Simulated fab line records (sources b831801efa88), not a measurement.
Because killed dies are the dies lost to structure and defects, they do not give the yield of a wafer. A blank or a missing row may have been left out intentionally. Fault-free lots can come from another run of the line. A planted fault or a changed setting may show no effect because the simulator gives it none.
The tool behind it: which one? ; flow sky130 ; at 1 step of a route of 708, 12 lots with 36 wafers sampled

## WHAT THE GAUGES READ, wafer by wafer
SKY_LOCAL_INTERCONNECT_CD_MEAS_11: the cd target is 170 nm.
lot;measured;on;cd_nm (nm)
L076;day 30 20:26;cd_sem-02;170.2 169.9 171.2
L078;day 31 22:56;cd_sem-01;169.8 170.5 170.3
L079;day 32 11:04;cd_sem-01;171.1 171.0 170.3
L081;day 33 02:25;cd_sem-01;168.7 171.9 170.9
L083;day 33 16:09;cd_sem-02;170.1 170.7 169.8
L086;day 34 13:47;cd_sem-01;171.7 168.9 170.0
L088;day 34 20:58;cd_sem-02;171.4 172.0 171.1
L089;day 35 08:22;cd_sem-01;170.5 169.7 170.5
L091;day 35 23:44;cd_sem-01;168.2 168.9 168.6
L093;day 36 11:27;cd_sem-02;168.1 167.7 167.4
L095;day 37 05:12;cd_sem-01;169.3 169.8 169.7
L097;day 38 04:17;cd_sem-01;171.9 172.7 170.6

## EACH LOT AND THE TOOL THAT RAN IT (in order: tool; ch and the chambers of the sampled wafers; start)
No process step before these readings appears in the record.

## THE ANSWER, worked out from the rows above alone
Rule: the lots themselves supply what counts as usual. Put in order of their means at a reading, lots are off if they are a third of the lots or fewer, leave a main group of 4 or more, and stand apart from it by a gap of 3 or more times the standard deviation of the main group's means; of several such gaps the widest counts. The tables above print the reading to a certain number of digits; a main group whose means all agree to those digits is not used. Also off: a lot with no number at a reading for which 4 or more lots have one. Any other lot the step has rows for is counted as sound.
No lot is off on any of the readings shown, so nothing can be concluded from this.

## WHAT THE SIMULATOR HAD INSERTED
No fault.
